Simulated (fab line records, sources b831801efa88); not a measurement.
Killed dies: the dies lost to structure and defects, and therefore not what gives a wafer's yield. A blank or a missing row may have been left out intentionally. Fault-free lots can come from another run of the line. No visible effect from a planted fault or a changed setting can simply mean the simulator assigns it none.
One fault through the eyes of 2 desks / flow gf180mcu / each desk has only its own numbers; what lay behind them comes last

## FROM THE METROLOGY DESK
What the gauges read, lot by lot, whatever tool the lot ran on: means of the sampled wafers that have a number. If a lot's mean is further than 4 standard deviations from the usual mean, the lot is out of limits and carries the mark OUT (the distance appears in the brackets).
Columns: A = M3_ALCU_THK at GF_M3_THK_MEAS_06, usual 445 nm; B = cdNm at GF_M3_CD_MEAS_14, usual 280.0 nm; C = V3_CVD_00_THK at GF_V3_THK_MEAS_01, usual 600 nm
lot=L580; first seen here=day 20 11:08; A=437; B=278.7; C=599
lot=L581; first seen here=day 21 08:12; A=448; B=280.4; C=603
lot=L582; first seen here=day 21 09:19; A=446; B=281.8; C=600
lot=L583; first seen here=day 21 14:22; A=438; B=278.6; C=601
lot=L584; first seen here=day 22 06:20; A=440; B=280.5; C=594
lot=L585; first seen here=day 22 17:23; A=450; B=279.6; C=604
lot=L587; first seen here=day 23 04:19; A=445; B=281.3; C=610
lot=L586; first seen here=day 23 05:20; A=445; B=278.8; C=600
lot=L588; first seen here=day 23 13:10; A=443; B=282.6; C=597
lot=L589; first seen here=day 23 20:59; A=447; B=279.1; C=601
lot=L593; first seen here=day 24 22:33; A=445; B=279.7; C=499 (-20) OUT
lot=L595; first seen here=day 25 14:28; A=444; B=280.0; C=490 (-22) OUT
lot=L603; first seen here=day 27 18:38; A=449; B=280.1; C=600
Finding of this desk: L593, L595 out of limits, first seen on L593 at day 25 20:25 (V3_CVD_00_THK at GF_V3_THK_MEAS_01). L580, L581, L582, L583, L584, L585, L587, L586, L588, L589, L603: within limits.

## AT THE TOOL OWNER'S DESK: hdpcvd-02
The tool's own readings at GF_V3_CVD_00 (deposits SiO2, target thk 600 nm, time 100 s): means of the sampled wafers that have a number, for each lot that ran on this tool. If a lot's mean is further than 4 standard deviations from the usual mean, the lot is out of limits and carries the mark OUT (the distance appears in the brackets).
Columns: A = pressureMtorr at GF_V3_CVD_00, usual 5.999 mTorr; B = sih4FlowSccm at GF_V3_CVD_00, usual 60.02 sccm
lot=L580; first seen here=day 21 12:04; A=6.005; B=60.14
lot=L582; first seen here=day 22 09:58; A=6.003; B=60.11
lot=L583; first seen here=day 22 14:30; A=6.012; B=60.05
lot=L584; first seen here=day 23 06:25; A=5.998; B=60.02
lot=L587; first seen here=day 24 02:56; A=5.982; B=59.97
lot=L588; first seen here=day 24 11:56; A=6.001; B=60.04
lot=L589; first seen here=day 24 19:26; A=5.988; B=60.13
lot=L593; first seen here=day 25 20:19; A=5.997; B=49.94 (-63) OUT
lot=L595; first seen here=day 26 12:00; A=6.014; B=49.93 (-63) OUT
Finding of this desk: L593, L595 out of limits; the first was L593 at day 25 20:19, on sih4FlowSccm at GF_V3_CVD_00. L580, L582, L583, L584, L587, L588, L589: within limits.

## TAKEN TOGETHER
The tool owner's desk could have raised an alarm at day 25 20:19, on L593, L595.
Metrology desk: alarm possible at day 25 20:25 on L593, L595.
The lots listed all ran GF_V3_CVD_00 on hdpcvd-02.

## WHAT THE SIMULATOR HAD PUT IN
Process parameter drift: hdpcvd-02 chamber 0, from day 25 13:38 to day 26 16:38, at GF_V3_CVD_00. A move of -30 in setting sih4FlowSccm, from 60. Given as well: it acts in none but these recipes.
Struck lots among those shown: L593, L595.
Counting hours from when the fault started, the first reading out of limits came at 7 for the tool owner's desk and at 7 for the metrology desk.
